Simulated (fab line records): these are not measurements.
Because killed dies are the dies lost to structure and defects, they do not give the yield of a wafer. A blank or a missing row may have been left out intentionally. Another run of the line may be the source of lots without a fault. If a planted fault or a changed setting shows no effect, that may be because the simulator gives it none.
The tool behind it: which one?	flow sky130	9 lots, 27 wafers sampled, at 6 steps of a route of 708

== WHAT THE GAUGES SHOWED, per wafer ==
SKY_METAL2_OVL_MEAS_16. Usual: METAL2_OVL gives -1 nm (standard deviation 5.4).
lot	measured	on	METAL2_OVL (nm)	flag
L407	day 35 13:13	overlay-02	-2 1 4	
L406	day 35 14:32	overlay-01	7 0 1	
L409	day 36 03:16	overlay-02	2 4 6	
L410	day 36 10:47	overlay-01	-4 -6 -4	
L412	day 37 12:15	overlay-02	5 -3 1	
L419	day 39 07:58	overlay-02	-1 -9 -4	
L425	day 40 19:53	overlay-02	4 6 5	
L428	day 41 08:56	overlay-01	6 3 5	
L429	day 41 19:52	overlay-01	4 2 4	

SKY_CAPM_RS_MEAS_03: measures by four-point-probe. Usual: CAPM_TIN_RS gives 6.79 ohm/sq (standard deviation 0.08).
lot	measured	on	CAPM_TIN_RS (ohm/sq)	flag
L407	day 36 17:57	film metro-02	6.92 6.81 6.91	
L406	day 36 19:11	film metro-03	6.97 6.91 6.82	
L409	day 37 08:28	film metro-02	6.74 6.76 6.72	
L410	day 37 16:16	film metro-02	6.85 6.82 6.87	
L412	day 38 16:41	film metro-03	6.78 6.92 6.87	
L419	day 40 12:25	film metro-02	6.71 8.08 6.67 6.70 8.05 6.68	OFF
L425	day 41 23:17	film metro-03	6.74 6.85 6.76	
L428	day 42 11:55	film metro-02	6.76 6.92 6.78	
L429	day 42 22:58	film metro-03	6.78 6.78 6.72	

SKY_CAPM_THK_MEAS_04: measures by xrf. Usual: CAPM_TIN_THK gives 203.6 nm (standard deviation 3).
lot	measured	on	CAPM_TIN_THK (nm)	flag
L407	day 36 18:04	film metro-02	198.2 200.7 198.5	
L406	day 36 19:18	film metro-03	199.2 202.7 204.4	
L409	day 37 08:35	film metro-02	205.5 204.7 206.0	
L410	day 37 16:23	film metro-02	203.4 204.0 202.1	
L412	day 38 16:47	film metro-03	206.2 202.1 202.7	
L419	day 40 15:25	film metro-02	205.1 171.4 206.5 205.1 171.3 206.1	OFF
L425	day 41 23:25	film metro-03	205.5 202.1 205.2	
L428	day 42 12:02	film metro-02	202.3 198.0 201.7	
L429	day 42 23:05	film metro-03	205.3 205.3 207.2	

== WHICH TOOL RAN EACH LOT (tool, then ch and the chambers of the sampled wafers, then the start) ==
lot	SKY_VIA2_ETCH_14	SKY_METAL3_SPUTTER_03	SKY_CAPM_SPUTTER_02
L407	rie diel-04 ch 0,3, day 36 16:13	pvd sputter-04, day 36 17:40	pvd sputter-02, day 36 17:49
L406	rie diel-02 ch 0,2,3, day 36 17:20	pvd sputter-01, day 36 18:56	pvd sputter-02, day 36 19:05
L409	rie diel-04 ch 0,1,2, day 37 06:19	pvd sputter-01, day 37 08:12	pvd sputter-03, day 37 08:21
L410	rie diel-02 ch 0,1,2, day 37 14:19	pvd sputter-01, day 37 15:59	pvd sputter-03, day 37 16:08
L412	rie diel-02 ch 0,1,3, day 38 14:55	pvd sputter-02, day 38 16:23	pvd sputter-01, day 38 16:32
L419	rie diel-02 ch 2,3, day 40 10:35	pvd sputter-01, day 40 12:09	pvd sputter-03, day 40 12:18
L425	rie diel-04 ch 2,3, day 41 21:33	pvd sputter-02, day 41 23:02	pvd sputter-01, day 41 23:11
L428	rie diel-04 ch 1,2,3, day 42 10:10	pvd sputter-02, day 42 11:39	pvd sputter-01, day 42 11:48
L429	rie diel-02 ch 0,1,3, day 42 21:15	pvd sputter-04, day 42 22:43	pvd sputter-01, day 42 22:52
- SKY_VIA2_ETCH_14: etches BARC in N2/H2, stops on SiO2, time 45.9 s, target depth 60 nm.
- SKY_METAL3_SPUTTER_03: material Ti, target thk 5 nm, time 3.3 s.
- SKY_CAPM_SPUTTER_02: material TiN, target thk 200 nm, time 169.3 s.

== WHAT THE TOOLS THEMSELVES READ (means of the sampled wafers that have a number; where no wafer has one, the mark that the record gives instead) ==
SKY_VIA2_ETCH_14. Usual: drypump motor current A 5.6 A, standard deviation 0.48; n2 flow sccm 100.0 sccm, standard deviation 0.32; oes product au 0.854 a.u., standard deviation 0.0042; throttle valve pct 13.225 %, standard deviation 0.0083.
lot	tool	drypump motor current A (A)	n2 flow sccm (sccm)	oes product au (a.u.)	throttle valve pct (%)	flag
L407	rie diel-04	5.6	99.8	0.851	13.222	
L406	rie diel-02	5.8	99.9	0.854	13.224	
L409	rie diel-04	5.1	100.1	0.853	13.220	
L410	rie diel-02	6.0	100.2	0.859	13.221	
L412	rie diel-02	5.9	100.3	0.854	13.223	
L419	rie diel-02	5.6	100.1	0.849	13.226	
L425	rie diel-04	5.1	100.2	0.855	13.223	
L428	rie diel-04	5.2	99.9	0.854	13.227	
L429	rie diel-02	5.9	100.1	0.852	13.226	

SKY_METAL3_SPUTTER_03. Usual: cathode dc power W 3000.0 W, standard deviation 0.57; throttle valve pct 30.3 %, standard deviation 1.2.
lot	tool	cathode dc power W (W)	throttle valve pct (%)	flag
L407	pvd sputter-04	2999.8	31.2	
L406	pvd sputter-01	2999.9	29.4	
L409	pvd sputter-01	2999.7	29.8	
L410	pvd sputter-01	3000.2	29.7	
L412	pvd sputter-02	3000.5	31.3	
L419	pvd sputter-01	3000.2	29.5	
L425	pvd sputter-02	2999.8	30.3	
L428	pvd sputter-02	3000.1	30.4	
L429	pvd sputter-04	3000.1	31.2	

SKY_CAPM_SPUTTER_02. Usual: cathode dc power W 6500.0 W, standard deviation 1.1; throttle valve pct 29.9 %, standard deviation 1.1.
lot	tool	cathode dc power W (W)	throttle valve pct (%)	flag
L407	pvd sputter-02	6500.1	29.5	
L406	pvd sputter-02	6499.7	30.3	
L409	pvd sputter-03	6500.1	29.8	
L410	pvd sputter-03	6499.5	29.9	
L412	pvd sputter-01	6499.8	29.7	
L419	pvd sputter-03	6168.8	30.3	OFF
L425	pvd sputter-01	6500.4	29.6	
L428	pvd sputter-01	6499.6	29.6	
L429	pvd sputter-01	6499.6	29.7	

== THE ANSWER, worked out from the rows above alone ==
Rule: a lot is off if the mean of its wafers that have a number lies more than 3 standard deviations from the usual mean. A lot without any number at a reading at which 4 lots or more have one is off too. All remaining lots with rows at the step are treated as sound. The gauges are gone through in route order, then the tools' own readings, and for those a lot's mean is taken as printed above. At the first step where some lot is off, the reading lying furthest off is the one used; lots without a number count as furthest.
Off: L419, seen at SKY_CAPM_RS_MEAS_03 (CAPM_TIN_RS).
A tool fits if, at a process step before that reading, it ran every lot that is off, and no sound lot after the first of them. Not tried: the gauges at SKY_CAPM_RS_MEAS_03; whatever is off there is also off at SKY_CAPM_SPUTTER_02, on other tools, and gauge error can't account for it. This does not decide it: 2 tools fit, namely pvd sputter-01 at SKY_METAL3_SPUTTER_03 and pvd sputter-03 at SKY_CAPM_SPUTTER_02.

== WHAT THE SIMULATOR HAD INSERTED ==
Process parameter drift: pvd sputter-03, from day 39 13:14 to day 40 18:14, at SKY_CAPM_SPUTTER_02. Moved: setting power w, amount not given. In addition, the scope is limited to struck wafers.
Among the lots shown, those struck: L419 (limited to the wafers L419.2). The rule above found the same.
